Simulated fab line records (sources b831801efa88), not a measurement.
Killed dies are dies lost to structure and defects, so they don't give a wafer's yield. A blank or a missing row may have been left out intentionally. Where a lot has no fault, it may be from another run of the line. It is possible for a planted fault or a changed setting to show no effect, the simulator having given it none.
The tool behind it: which one? || flow sky130 || 11 lots, 33 wafers sampled, at 7 steps of a route of 708

## WHAT EACH GAUGE READ, for each wafer
SKY_POLY_GATE_THK_MEAS_01.
{"lot": "L127", "measured": "day 14 16:11", "on": "film_metro-04", "POLY_GATE_CVD_00_THK (nm)": "184.2 183.3 183.1"}
{"lot": "L130", "measured": "day 15 08:59", "on": "film_metro-04", "POLY_GATE_CVD_00_THK (nm)": "184.4 183.3 183.7"}
{"lot": "L131", "measured": "day 15 12:58", "on": "film_metro-03", "POLY_GATE_CVD_00_THK (nm)": "180.5 180.7 179.8"}
{"lot": "L134", "measured": "day 16 20:28", "on": "film_metro-01", "POLY_GATE_CVD_00_THK (nm)": "183.1 182.3 181.8"}
{"lot": "L136", "measured": "day 17 05:23", "on": "film_metro-01", "POLY_GATE_CVD_00_THK (nm)": "181.8 182.0 182.5"}
{"lot": "L138", "measured": "day 17 20:22", "on": "film_metro-04", "POLY_GATE_CVD_00_THK (nm)": "180.3 180.6 177.4"}
{"lot": "L139", "measured": "day 18 03:11", "on": "film_metro-03", "POLY_GATE_CVD_00_THK (nm)": "177.6 177.2 178.2"}
{"lot": "L144", "measured": "day 19 19:53", "on": "film_metro-01", "POLY_GATE_CVD_00_THK (nm)": "179.2 180.2 178.2"}
{"lot": "L145", "measured": "day 20 07:08", "on": "film_metro-01", "POLY_GATE_CVD_00_THK (nm)": "179.5 179.2 178.5"}
{"lot": "L146", "measured": "day 20 14:21", "on": "film_metro-01", "POLY_GATE_CVD_00_THK (nm)": "180.2 179.6 180.2"}
{"lot": "L147", "measured": "day 21 10:57", "on": "film_metro-03", "POLY_GATE_CVD_00_THK (nm)": "179.9 180.5 179.9"}

SKY_POLY_GATE_CD_MEAS_22.
{"lot": "L127", "measured": "day 17 21:34", "on": "cd_sem-01", "cd_nm (nm)": "150.6 148.5 147.1"}
{"lot": "L130", "measured": "day 18 06:06", "on": "cd_sem-01", "cd_nm (nm)": "149.7 148.1 147.4"}
{"lot": "L131", "measured": "day 18 06:05", "on": "cd_sem-02", "cd_nm (nm)": "151.3 144.9 149.1"}
{"lot": "L134", "measured": "day 19 14:41", "on": "cd_sem-02", "cd_nm (nm)": "152.4 147.3 146.5"}
{"lot": "L136", "measured": "day 19 23:01", "on": "cd_sem-02", "cd_nm (nm)": "150.7 148.6 148.1"}
{"lot": "L138", "measured": "day 20 13:32", "on": "cd_sem-01", "cd_nm (nm)": "147.9 148.6 148.4"}
{"lot": "L139", "measured": "day 20 22:08", "on": "cd_sem-01", "cd_nm (nm)": "150.3 149.7 151.4"}
{"lot": "L144", "measured": "day 22 13:41", "on": "cd_sem-02", "cd_nm (nm)": "152.8 150.8 150.7"}
{"lot": "L145", "measured": "day 23 01:00", "on": "cd_sem-01", "cd_nm (nm)": "155.6 152.4 152.9"}
{"lot": "L146", "measured": "day 23 10:32", "on": "cd_sem-01", "cd_nm (nm)": "148.6 151.2 151.6"}
{"lot": "L147", "measured": "day 24 02:14", "on": "cd_sem-02", "cd_nm (nm)": "151.2 149.8 147.8"}

SKY_SD_P_TW_MEAS_11.
{"lot": "L127", "measured": "day 26 20:25", "on": "film_metro-04", "SD_P_TW": "2768 2787 2773"}
{"lot": "L130", "measured": "day 27 07:12", "on": "film_metro-04", "SD_P_TW": "2770 2765 2765"}
{"lot": "L131", "measured": "day 27 06:53", "on": "film_metro-03", "SD_P_TW": "2803 2830 2817"}
{"lot": "L134", "measured": "day 28 11:34", "on": "film_metro-01", "SD_P_TW": "2835 2838 2826"}
{"lot": "L136", "measured": "day 28 19:35", "on": "film_metro-04", "SD_P_TW": "2720 2743 2742"}
{"lot": "L138", "measured": "day 29 08:38", "on": "film_metro-03", "SD_P_TW": "2842 2824 2837"}
{"lot": "L139", "measured": "day 29 16:12", "on": "film_metro-03", "SD_P_TW": "2830 2834 2831"}
{"lot": "L144", "measured": "day 31 05:42", "on": "film_metro-04", "SD_P_TW": "2770 2762 2773"}
{"lot": "L145", "measured": "day 31 11:16", "on": "film_metro-04", "SD_P_TW": "2921 2915 2937"}
{"lot": "L146", "measured": "day 31 23:17", "on": "film_metro-04", "SD_P_TW": "2934 2936 2923"}
{"lot": "L147", "measured": "day 32 12:37", "on": "film_metro-04", "SD_P_TW": "2927 2964 2935"}

SKY_SD_N_RS_MEAS_17: uses a four-point probe to measure.
{"lot": "L127", "measured": "day 29 04:52", "on": "film_metro-03", "SD_P_RS (ohm/sq)": "146.9 146.9 146.5"}
{"lot": "L130", "measured": "day 29 17:01", "on": "film_metro-01", "SD_P_RS (ohm/sq)": "147.2 147.1 147.6"}
{"lot": "L131", "measured": "day 29 16:53", "on": "film_metro-04", "SD_P_RS (ohm/sq)": "146.9 147.1 146.8"}
{"lot": "L134", "measured": "day 30 20:01", "on": "film_metro-03", "SD_P_RS (ohm/sq)": "147.5 147.5 147.3"}
{"lot": "L136", "measured": "day 31 02:54", "on": "film_metro-04", "SD_P_RS (ohm/sq)": "147.3 147.1 147.3"}
{"lot": "L138", "measured": "day 31 16:13", "on": "film_metro-04", "SD_P_RS (ohm/sq)": "148.1 147.5 147.6"}
{"lot": "L139", "measured": "day 31 23:49", "on": "film_metro-03", "SD_P_RS (ohm/sq)": "146.8 147.0 146.8"}
{"lot": "L144", "measured": "day 33 12:34", "on": "film_metro-04", "SD_P_RS (ohm/sq)": "146.9 147.1 146.9"}
{"lot": "L145", "measured": "day 33 18:04", "on": "film_metro-03", "SD_P_RS (ohm/sq)": "131.7 132.3 132.1"}
{"lot": "L146", "measured": "day 34 05:13", "on": "film_metro-01", "SD_P_RS (ohm/sq)": "131.8 132.2 131.6"}
{"lot": "L147", "measured": "day 34 18:38", "on": "film_metro-03", "SD_P_RS (ohm/sq)": "132.3 132.1 132.1"}

## TOOL THAT RAN EACH LOT (tool first, then ch and the chambers of the sampled wafers, then the start)
{"lot": "L127", "SKY_RES_PROTECT_STRIP_07": "plasma_asher-04 ch 0,1, day 15 19:27", "SKY_SD_P_IMPLANT_09": "implanter-01 ch 0, day 26 20:10", "SKY_SD_P_STRIP_10": "plasma_asher-04 ch 0,1, day 26 20:18"}
{"lot": "L130", "SKY_RES_PROTECT_STRIP_07": "plasma_asher-03 ch 0,1, day 16 12:53", "SKY_SD_P_IMPLANT_09": "implanter-04 ch 0, day 27 06:58", "SKY_SD_P_STRIP_10": "plasma_asher-01 ch 0,1, day 27 07:05"}
{"lot": "L131", "SKY_RES_PROTECT_STRIP_07": "plasma_asher-04 ch 0,1, day 16 16:51", "SKY_SD_P_IMPLANT_09": "implanter-01 ch 0, day 27 06:38", "SKY_SD_P_STRIP_10": "plasma_asher-04 ch 0,1, day 27 06:47"}
{"lot": "L134", "SKY_RES_PROTECT_STRIP_07": "plasma_asher-04 ch 0,1, day 18 02:36", "SKY_SD_P_IMPLANT_09": "implanter-04 ch 0, day 28 11:19", "SKY_SD_P_STRIP_10": "plasma_asher-03 ch 0,1, day 28 11:28"}
{"lot": "L136", "SKY_RES_PROTECT_STRIP_07": "plasma_asher-03 ch 0,1, day 18 11:46", "SKY_SD_P_IMPLANT_09": "implanter-04 ch 0, day 28 19:22", "SKY_SD_P_STRIP_10": "plasma_asher-03 ch 0,1, day 28 19:29"}
{"lot": "L138", "SKY_RES_PROTECT_STRIP_07": "plasma_asher-03 ch 0,1, day 19 03:06", "SKY_SD_P_IMPLANT_09": "implanter-03 ch 0, day 29 08:23", "SKY_SD_P_STRIP_10": "plasma_asher-01 ch 0,1, day 29 08:32"}
{"lot": "L139", "SKY_RES_PROTECT_STRIP_07": "plasma_asher-04 ch 0,1, day 19 09:51", "SKY_SD_P_IMPLANT_09": "implanter-01 ch 0, day 29 15:57", "SKY_SD_P_STRIP_10": "plasma_asher-03 ch 0,1, day 29 16:06"}
{"lot": "L144", "SKY_RES_PROTECT_STRIP_07": "plasma_asher-01 ch 0,1, day 21 02:48", "SKY_SD_P_IMPLANT_09": "implanter-01 ch 0, day 31 05:27", "SKY_SD_P_STRIP_10": "plasma_asher-04 ch 0,1, day 31 05:36"}
{"lot": "L145", "SKY_RES_PROTECT_STRIP_07": "plasma_asher-03 ch 0,1, day 21 14:03", "SKY_SD_P_IMPLANT_09": "implanter-01 ch 0, day 31 11:01", "SKY_SD_P_STRIP_10": "plasma_asher-01 ch 0,1, day 31 11:10"}
{"lot": "L146", "SKY_RES_PROTECT_STRIP_07": "plasma_asher-01 ch 0,1, day 21 21:33", "SKY_SD_P_IMPLANT_09": "implanter-01 ch 0, day 31 23:02", "SKY_SD_P_STRIP_10": "plasma_asher-03 ch 0,1, day 31 23:11"}
{"lot": "L147", "SKY_RES_PROTECT_STRIP_07": "plasma_asher-03 ch 0,1, day 22 17:38", "SKY_SD_P_IMPLANT_09": "implanter-01 ch 0, day 32 12:23", "SKY_SD_P_STRIP_10": "plasma_asher-03 ch 0, day 32 12:31"}
- SKY_RES_PROTECT_STRIP_07: strips in O2/N2.
- SKY_SD_P_IMPLANT_09
- SKY_SD_P_STRIP_10: strips in O2/N2.

## AS READ BY THE TOOLS THEMSELVES (means over the sampled wafers that have a number; for cases with no such wafer, the mark the record gives instead)
SKY_RES_PROTECT_STRIP_07.
{"lot": "L127", "tool": "plasma_asher-04", "drypump_motor_current_A (A)": 5.8, "oes_product_au (a.u.)": 0.514, "strip_time_to_endpoint_s (s)": 23.30}
{"lot": "L130", "tool": "plasma_asher-03", "drypump_motor_current_A (A)": 5.5, "oes_product_au (a.u.)": 0.515, "strip_time_to_endpoint_s (s)": 23.28}
{"lot": "L131", "tool": "plasma_asher-04", "drypump_motor_current_A (A)": 5.8, "oes_product_au (a.u.)": 0.516, "strip_time_to_endpoint_s (s)": 23.32}
{"lot": "L134", "tool": "plasma_asher-04", "drypump_motor_current_A (A)": 5.7, "oes_product_au (a.u.)": 0.523, "strip_time_to_endpoint_s (s)": 23.37}
{"lot": "L136", "tool": "plasma_asher-03", "drypump_motor_current_A (A)": 5.4, "oes_product_au (a.u.)": 0.515, "strip_time_to_endpoint_s (s)": 23.26}
{"lot": "L138", "tool": "plasma_asher-03", "drypump_motor_current_A (A)": 5.5, "oes_product_au (a.u.)": 0.517, "strip_time_to_endpoint_s (s)": 23.25}
{"lot": "L139", "tool": "plasma_asher-04", "drypump_motor_current_A (A)": 5.7, "oes_product_au (a.u.)": 0.515, "strip_time_to_endpoint_s (s)": 23.25}
{"lot": "L144", "tool": "plasma_asher-01", "drypump_motor_current_A (A)": 6.0, "oes_product_au (a.u.)": 0.520, "strip_time_to_endpoint_s (s)": 23.35}
{"lot": "L145", "tool": "plasma_asher-03", "drypump_motor_current_A (A)": 5.4, "oes_product_au (a.u.)": 0.517, "strip_time_to_endpoint_s (s)": 23.37}
{"lot": "L146", "tool": "plasma_asher-01", "drypump_motor_current_A (A)": 6.0, "oes_product_au (a.u.)": 0.514, "strip_time_to_endpoint_s (s)": 23.31}
{"lot": "L147", "tool": "plasma_asher-03", "drypump_motor_current_A (A)": 5.5, "oes_product_au (a.u.)": 0.522, "strip_time_to_endpoint_s (s)": 23.32}

SKY_SD_P_IMPLANT_09.
{"lot": "L127", "tool": "implanter-01", "beam_energy_keV": 19.994}
{"lot": "L130", "tool": "implanter-04", "beam_energy_keV": 20.002}
{"lot": "L131", "tool": "implanter-01", "beam_energy_keV": 20.003}
{"lot": "L134", "tool": "implanter-04", "beam_energy_keV": 20.000}
{"lot": "L136", "tool": "implanter-04", "beam_energy_keV": 20.004}
{"lot": "L138", "tool": "implanter-03", "beam_energy_keV": 19.998}
{"lot": "L139", "tool": "implanter-01", "beam_energy_keV": 20.002}
{"lot": "L144", "tool": "implanter-01", "beam_energy_keV": 20.000}
{"lot": "L145", "tool": "implanter-01", "beam_energy_keV": 25.036}
{"lot": "L146", "tool": "implanter-01", "beam_energy_keV": 25.039}
{"lot": "L147", "tool": "implanter-01", "beam_energy_keV": 25.046}

SKY_SD_P_STRIP_10.
{"lot": "L127", "tool": "plasma_asher-04", "drypump_motor_current_A (A)": 5.7, "oes_product_au (a.u.)": 0.616, "strip_time_to_endpoint_s (s)": 17.46}
{"lot": "L130", "tool": "plasma_asher-01", "drypump_motor_current_A (A)": 6.2, "oes_product_au (a.u.)": 0.615, "strip_time_to_endpoint_s (s)": 17.55}
{"lot": "L131", "tool": "plasma_asher-04", "drypump_motor_current_A (A)": 5.8, "oes_product_au (a.u.)": 0.615, "strip_time_to_endpoint_s (s)": 17.45}
{"lot": "L134", "tool": "plasma_asher-03", "drypump_motor_current_A (A)": 5.5, "oes_product_au (a.u.)": 0.615, "strip_time_to_endpoint_s (s)": 17.48}
{"lot": "L136", "tool": "plasma_asher-03", "drypump_motor_current_A (A)": 5.5, "oes_product_au (a.u.)": 0.615, "strip_time_to_endpoint_s (s)": 17.47}
{"lot": "L138", "tool": "plasma_asher-01", "drypump_motor_current_A (A)": 6.0, "oes_product_au (a.u.)": 0.619, "strip_time_to_endpoint_s (s)": 17.43}
{"lot": "L139", "tool": "plasma_asher-03", "drypump_motor_current_A (A)": 5.5, "oes_product_au (a.u.)": 0.620, "strip_time_to_endpoint_s (s)": 17.42}
{"lot": "L144", "tool": "plasma_asher-04", "drypump_motor_current_A (A)": 5.8, "oes_product_au (a.u.)": 0.617, "strip_time_to_endpoint_s (s)": 17.44}
{"lot": "L145", "tool": "plasma_asher-01", "drypump_motor_current_A (A)": 6.1, "oes_product_au (a.u.)": 0.606, "strip_time_to_endpoint_s (s)": 18.17}
{"lot": "L146", "tool": "plasma_asher-03", "drypump_motor_current_A (A)": 5.4, "oes_product_au (a.u.)": 0.599, "strip_time_to_endpoint_s (s)": 18.23}
{"lot": "L147", "tool": "plasma_asher-03", "drypump_motor_current_A (A)": 5.4, "oes_product_au (a.u.)": 0.602, "strip_time_to_endpoint_s (s)": 18.25}

## THE ANSWER, worked out from the rows above alone
Rule: usual is defined by the lots themselves. The widest of any qualifying gaps counts: lots, ordered by their means at a reading, are off when they make up no more than a third of the lots, leave a main group of 4 or more, and stand apart from it by 3 or more times the standard deviation of that group's means. If all means in a main group match to the digits the tables above print for the reading, that group is not used. A lot without any number at a reading at which 4 lots or more have one is off too. Where the step has rows for the other lots, those lots are counted as sound. First the gauges in route order, then the tools' own readings, where a lot's mean is used as printed above. At the first step where some lot is off, the reading lying furthest off is the one used; lots without a number count as furthest.
Off: at SKY_SD_N_RS_MEAS_17 (SD_P_RS), L145, L146, L147. For the main group the mean is 147.2 ohm/sq and the standard deviation 0.31.
If a tool, at a process step before that reading, ran all the lots that are off and no sound lot after the first of them, it fits. Not tried: the gauges at SKY_SD_N_RS_MEAS_17; whatever is off there is also off at SKY_SD_P_IMPLANT_09, on other tools, and gauge error can't account for it. One candidate fits, namely implanter-01 at SKY_SD_P_IMPLANT_09. Its last sound lot is L144 (day 31 05:27), its first lot that is off L145 (day 31 11:01): a fault that began between those two fits.
The tool's own readings at SKY_SD_P_IMPLANT_09 bear it out: on the lots that are off they differ by more than 5 times the standard deviation of the sound lots' means. beam_energy_keV reads 25.040 there against 20.000 on the sound lots.

## WHAT THE SIMULATOR HAD PUT IN
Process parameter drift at SKY_SD_P_IMPLANT_09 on implanter-01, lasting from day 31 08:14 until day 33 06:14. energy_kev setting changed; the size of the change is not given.
Shown lots that were struck: L145, L146, L147. The rule above reached the same finding.
